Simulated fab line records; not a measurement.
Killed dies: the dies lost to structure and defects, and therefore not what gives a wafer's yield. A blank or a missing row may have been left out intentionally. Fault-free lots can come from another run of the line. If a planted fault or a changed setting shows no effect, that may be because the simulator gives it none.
Problem report in the 8D (eight disciplines) form, filled by code :: flow sky130 :: the parts of the form that need people (team, actions taken, sign-off) are left out

1. WHAT IS WRONG
tilt deg at SKY_LDD_N_IMPLANT_15 reads a mean of 0.005 degrees on 6 wafers of 2 lots; wafers without a fault read 30.000 degrees with a standard deviation of 0.025. So: -99 or more standard deviations from the usual mean.
First seen on wafer L458.2, day 21 12:21, on implanter-03. The record holds 39 wafers of 13 lots with a number at this step. The rule behind "out" and "out of limits": a value lying over 4 standard deviations away from the usual mean. Any other wafer with a number is counted as sound.

2. WHAT THIS IS AND IS NOT
question: which readings at this step
is: tilt deg
is not: beam energy keV

question: which lots
is: L458, L459
is not: L450, L451, L462, L463, L464, L465, L467, L468, L469, L470, L471

question: which wafers of those lots
is: all that have a number
is not: -

question: read on which tools
is: implanter-03
is not: implanter-01, implanter-04

question: when
is: from day 21 12:21
is not: up to then (6 sound wafers); but 27 sound wafers of L462, L463, L464, L465, L467, L468, L469, L470, L471 came after

3. WHAT RULES OUT EACH SUSPECT
Counting: any tool at a process step up to the reading is kept as a suspect provided that every lot that is out went through it and no sound lot did after the first of them.
- plasma asher-03 at SKY_RES_PROTECT_STRIP_07 (strips in O2/N2): ruled out as a lasting fault. Sound lots L462, L465, L469 ran on it after its first lot that is out, L458 (day 18 16:35).
- implanter-03 at SKY_LDD_N_IMPLANT_15: ruled out as a lasting fault. Sound lots L465, L464, L470, L471 ran on it after its first lot that is out, L458 (day 21 12:21).
Left after counting: nothing in the record.

4. THE CAUSE (what the simulator had put in)
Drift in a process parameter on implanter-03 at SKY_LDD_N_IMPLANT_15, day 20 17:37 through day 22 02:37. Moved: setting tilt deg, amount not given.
Counting ruled it out, wrongly.

5. SEQUENCE OF EFFECTS, ordered by route
One row per reading whose mean, taken over the struck wafers that have a number, lies over 3 standard deviations from the usual. Only readings whose record carries a usual standard deviation are examined. hours: median over the lots of the time between each lot's start at the first step of this table that gives one and its start at this step. sigmas: the change, counted in usual standard deviations.
hours: 0
step: SKY_LDD_N_IMPLANT_15
reading: tilt deg
usual: 30.000 degrees
on struck wafers: 0.005
change: -29.995
sigmas: -99 or more
The process steps in it:
- SKY_LDD_N_IMPLANT_15
Later steps that measure or inspect, where all struck wafers having a row at the step show a number for every such reading and not one has moved that far: SKY_LDD_P_TW_MEAS_11.

6. HOW IT WOULD HAVE BEEN CAUGHT EARLIER
First out-of-limits reading in this record: day 21 12:21, which is 19 hours after fault onset at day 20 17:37.
